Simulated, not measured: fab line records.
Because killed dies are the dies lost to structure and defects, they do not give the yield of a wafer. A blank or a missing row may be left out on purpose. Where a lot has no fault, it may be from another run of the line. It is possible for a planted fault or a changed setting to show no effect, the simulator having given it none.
Which tool did it? :: flow gf180mcu :: 12 lots, 36 wafers sampled, at 4 steps of a route of 602

== WHAT THE GAUGES READ, wafer by wafer ==
GF_V5_CD_MEAS_14: the cd target is 260 nm.
lot: L363
measured: day 27 17:41
on: cd_sem-01
cd_nm (nm): 258.3 257.6 257.9

lot: L364
measured: day 27 18:20
on: cd_sem-01
cd_nm (nm): 259.9 257.2 258.7

lot: L365
measured: day 28 02:52
on: cd_sem-02
cd_nm (nm): 260.7 260.4 260.1

lot: L366
measured: day 28 11:48
on: cd_sem-02
cd_nm (nm): 262.3 261.2 262.1

lot: L368
measured: day 29 07:37
on: cd_sem-02
cd_nm (nm): 259.0 258.5 260.3

lot: L373
measured: day 30 13:37
on: cd_sem-02
cd_nm (nm): 260.7 260.5 259.5

lot: L374
measured: day 30 22:47
on: cd_sem-02
cd_nm (nm): 262.1 261.8 260.9

lot: L375
measured: day 31 01:04
on: cd_sem-01
cd_nm (nm): 246.1 246.5 247.3

lot: L376
measured: day 31 09:51
on: cd_sem-02
cd_nm (nm): 258.9 260.1 259.8

lot: L378
measured: day 32 00:59
on: cd_sem-01
cd_nm (nm): 261.8 259.5 260.5

lot: L379
measured: day 32 04:22
on: cd_sem-02
cd_nm (nm): 249.4 249.2 249.1

lot: L385
measured: day 33 16:35
on: cd_sem-02
cd_nm (nm): 258.5 258.0 257.9

GF_V5_OVL_MEAS_15.
lot: L363
measured: day 27 17:48
on: overlay-02
V5_OVL (nm): 3 -4 3

lot: L364
measured: day 27 18:27
on: overlay-02
V5_OVL (nm): -11 -12 -11

lot: L365
measured: day 28 02:59
on: overlay-02
V5_OVL (nm): 0 2 -3

lot: L366
measured: day 28 11:54
on: overlay-01
V5_OVL (nm): -8 -4 -7

lot: L368
measured: day 29 07:44
on: overlay-01
V5_OVL (nm): -4 -8 -8

lot: L373
measured: day 30 13:42
on: overlay-01
V5_OVL (nm): -4 -3 0

lot: L374
measured: day 30 22:53
on: overlay-02
V5_OVL (nm): 0 -10 -6

lot: L375
measured: day 31 01:11
on: overlay-01
V5_OVL (nm): 0 -2 -3

lot: L376
measured: day 31 09:58
on: overlay-02
V5_OVL (nm): -1 1 -6

lot: L378
measured: day 32 01:06
on: overlay-01
V5_OVL (nm): -5 -6 -3

lot: L379
measured: day 32 04:29
on: overlay-01
V5_OVL (nm): -8 -10 -3

lot: L385
measured: day 33 16:41
on: overlay-02
V5_OVL (nm): 6 1 2

== WHICH TOOL RAN EACH LOT (tool, then ch and the chambers of the sampled wafers, then the start) ==
lot: L363
GF_V4_CMP_26: cmp-01 ch 0,1,2, day 25 00:51
GF_V5_EXPOSE_11: krf_scanner-02 ch 0, day 27 07:56

lot: L364
GF_V4_CMP_26: cmp-02 ch 0,2, day 25 01:17
GF_V5_EXPOSE_11: krf_scanner-01 ch 0, day 27 08:24

lot: L365
GF_V4_CMP_26: cmp-02 ch 0,1,2, day 25 11:20
GF_V5_EXPOSE_11: krf_scanner-01 ch 0, day 27 17:20

lot: L366
GF_V4_CMP_26: cmp-01 ch 2,3, day 25 21:34
GF_V5_EXPOSE_11: krf_scanner-02 ch 0, day 28 02:17

lot: L368
GF_V4_CMP_26: cmp-01 ch 0,3, day 26 17:15
GF_V5_EXPOSE_11: krf_scanner-01 ch 0, day 28 21:57

lot: L373
GF_V4_CMP_26: cmp-02 ch 0,1,3, day 28 02:34
GF_V5_EXPOSE_11: krf_scanner-01 ch 0, day 30 05:08

lot: L374
GF_V4_CMP_26: cmp-02 ch 0,1,2, day 28 12:32
GF_V5_EXPOSE_11: krf_scanner-01 ch 0, day 30 14:06

lot: L375
GF_V4_CMP_26: cmp-02 ch 1,2,3, day 28 14:25
GF_V5_EXPOSE_11: krf_scanner-01 ch 0, day 30 16:02

lot: L376
GF_V4_CMP_26: cmp-02 ch 0,2, day 29 00:03
GF_V5_EXPOSE_11: krf_scanner-02 ch 0, day 31 01:28

lot: L378
GF_V4_CMP_26: cmp-01 ch 0,1,2, day 29 17:17
GF_V5_EXPOSE_11: krf_scanner-02 ch 0, day 31 16:34

lot: L379
GF_V4_CMP_26: cmp-01 ch 0,2,3, day 29 19:50
GF_V5_EXPOSE_11: krf_scanner-01 ch 0, day 31 19:59

lot: L385
GF_V4_CMP_26: cmp-01 ch 0,3, day 31 12:55
GF_V5_EXPOSE_11: krf_scanner-02 ch 0, day 33 09:14
- GF_V4_CMP_26: polishes, stops on SiO2, t overpolish 15 s, target thk 0 nm.
- GF_V5_EXPOSE_11: exposes mask Via5, target cd 260 nm.

== WHAT THE TOOLS THEMSELVES READ (means of the sampled wafers that have a number; where no wafer has one, the mark that the record gives instead) ==
GF_V4_CMP_26.
lot: L363
tool: cmp-01
motor_current_A (A): 12.2
overpolish_run_s (s): 14.995
time_to_endpoint_s (s): 80

lot: L364
tool: cmp-02
motor_current_A (A): 9.8
overpolish_run_s (s): 15.003
time_to_endpoint_s (s): 88

lot: L365
tool: cmp-02
motor_current_A (A): 10.8
overpolish_run_s (s): 14.996
time_to_endpoint_s (s): 85

lot: L366
tool: cmp-01
motor_current_A (A): 13.0
overpolish_run_s (s): 15.002
time_to_endpoint_s (s): 82

lot: L368
tool: cmp-01
motor_current_A (A): 12.3
overpolish_run_s (s): 14.999
time_to_endpoint_s (s): 78

lot: L373
tool: cmp-02
motor_current_A (A): 11.2
overpolish_run_s (s): 14.994
time_to_endpoint_s (s): 87

lot: L374
tool: cmp-02
motor_current_A (A): 10.9
overpolish_run_s (s): 15.002
time_to_endpoint_s (s): 81

lot: L375
tool: cmp-02
motor_current_A (A): 10.6
overpolish_run_s (s): 14.999
time_to_endpoint_s (s): 85

lot: L376
tool: cmp-02
motor_current_A (A): 10.6
overpolish_run_s (s): 15.003
time_to_endpoint_s (s): 84

lot: L378
tool: cmp-01
motor_current_A (A): 11.8
overpolish_run_s (s): 15.000
time_to_endpoint_s (s): 84

lot: L379
tool: cmp-01
motor_current_A (A): 12.5
overpolish_run_s (s): 14.998
time_to_endpoint_s (s): 84

lot: L385
tool: cmp-01
motor_current_A (A): 12.2
overpolish_run_s (s): 14.993
time_to_endpoint_s (s): 90

GF_V5_EXPOSE_11.
lot: L363
tool: krf_scanner-02
exposure_dose_mJ_cm2: 37.98
focus_offset_nm (nm): -0.1

lot: L364
tool: krf_scanner-01
exposure_dose_mJ_cm2: 37.98
focus_offset_nm (nm): -0.2

lot: L365
tool: krf_scanner-01
exposure_dose_mJ_cm2: 38.05
focus_offset_nm (nm): 0.3

lot: L366
tool: krf_scanner-02
exposure_dose_mJ_cm2: 37.92
focus_offset_nm (nm): -0.2

lot: L368
tool: krf_scanner-01
exposure_dose_mJ_cm2: 37.95
focus_offset_nm (nm): -0.4

lot: L373
tool: krf_scanner-01
exposure_dose_mJ_cm2: 38.02
focus_offset_nm (nm): -0.3

lot: L374
tool: krf_scanner-01
exposure_dose_mJ_cm2: 37.95
focus_offset_nm (nm): -0.2

lot: L375
tool: krf_scanner-01
exposure_dose_mJ_cm2: 34.49
focus_offset_nm (nm): -0.0

lot: L376
tool: krf_scanner-02
exposure_dose_mJ_cm2: 37.88
focus_offset_nm (nm): -0.5

lot: L378
tool: krf_scanner-02
exposure_dose_mJ_cm2: 37.95
focus_offset_nm (nm): 0.3

lot: L379
tool: krf_scanner-01
exposure_dose_mJ_cm2: 35.16
focus_offset_nm (nm): -0.9

lot: L385
tool: krf_scanner-02
exposure_dose_mJ_cm2: 37.93
focus_offset_nm (nm): -0.7

== THE ANSWER, worked out from the rows above alone ==
Rule: the lots themselves supply what counts as usual. Put in order of their means at a reading, lots are off if they are a third of the lots or fewer, leave a main group of 4 or more, and stand apart from it by a gap of 3 or more times the standard deviation of the main group's means; of several such gaps the widest counts. A main group whose means are all the same, to the digits that the tables above print for the reading, isn't used. Also off: a lot with no number at a reading for which 4 or more lots have one. All remaining lots with rows at the step are treated as sound. After the gauges, taken in route order, come the tools' own readings; for these a lot's mean is taken, as printed above. At the first step where some lot is off, the reading lying furthest off is the one used; lots without a number count as furthest.
Off: L375, L379 (GF_V5_CD_MEAS_14, cd_nm). The main group has a mean of 259.8 nm with a standard deviation of 1.3.
A tool fits if, at a process step before that reading, it ran every lot that is off, and no sound lot after the first of them. The gauges at GF_V5_CD_MEAS_14 aren't tried: what is off there is off at GF_V5_EXPOSE_11 too, on other tools, and a gauge's error can't cause that. One candidate fits, namely krf_scanner-01 at GF_V5_EXPOSE_11. Its last sound lot is L374 (day 30 14:06), its first lot that is off L375 (day 30 16:02): a fault that began between those two fits.
On the lots that are off, the tool's own readings at GF_V5_EXPOSE_11 differ by more than 5 times the standard deviation of the sound lots' means, which bears it out; exposure_dose_mJ_cm2 reads 34.83 there versus 37.96 on the sound lots.

== WHAT THE SIMULATOR HAD INSERTED ==
Process parameter drift: krf_scanner-01, from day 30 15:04 on, at GF_V5_EXPOSE_11. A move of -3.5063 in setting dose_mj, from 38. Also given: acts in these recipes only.
Shown lots that were struck: L375, L379. Same finding as the rule above.
